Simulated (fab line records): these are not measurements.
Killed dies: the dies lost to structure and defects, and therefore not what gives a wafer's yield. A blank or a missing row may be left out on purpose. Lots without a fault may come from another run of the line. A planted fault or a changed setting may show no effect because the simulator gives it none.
Matching of chambers    flow gf180mcu    pecvd-03 running GF_V5_CVD_02: 3 sister chambers
The step deposits SiO2 from TEOS, target thk 1450 nm, time 163.28 s. 16 wafers are shown with their chamber, then 8 later ones without.

## EACH WAFER AND ITS CHAMBER
wafer   chamber  heater power w (W)
L075.1  0        693
L075.2  1        767
L075.4  2        436
L077.4  0        651
L077.5  1        643
L077.6  2        540
L079.1  2        479
L079.2  0        706
L079.3  1        693
L082.2  2        510
L082.4  0        788
L082.6  2        539
L084.1  2        435
L084.5  0        644
L084.6  2        504
L086.3  1        819

SIGNATURES (means of the wafers above)
reading         chamber 0  chamber 1  chamber 2  scatter within a chamber
heater power w  696.40     730.50     491.86     57.6
Rule: a wafer lies at a distance from a chamber equal to the root of the sum of squares, over the readings, of (its reading less the chamber's mean, divided by the reading's scatter). If the next closest chamber is less than 2 further off than the closest, the wafer can't be placed; otherwise it belongs to the closest. The scatter: take each reading less its chamber's mean, square it, sum over the shown wafers, divide by the number of wafers less the number of chambers, and take the root.

## WAFERS MISSING THEIR CHAMBER
wafer   heater power w (W)
L086.5  523
L086.6  769
L087.2  674
L087.3  426
L087.5  811
L090.3  706
L090.4  788
L090.5  821

## WHICH CHAMBER EACH ONE RAN IN
wafer   from the rows above      in truth
L086.5  2                        2
L086.6  can't be placed: 1 or 0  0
L087.2  can't be placed: 0 or 1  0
L087.3  2                        2
L087.5  can't be placed: 1 or 0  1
L090.3  can't be placed: 0 or 1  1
L090.4  can't be placed: 1 or 0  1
L090.5  can't be placed: 1 or 0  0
Correctly placed: 2 of 8. Not placeable from these rows: 6 (in 6, the candidates include the true chamber). Number placed wrongly: 0.
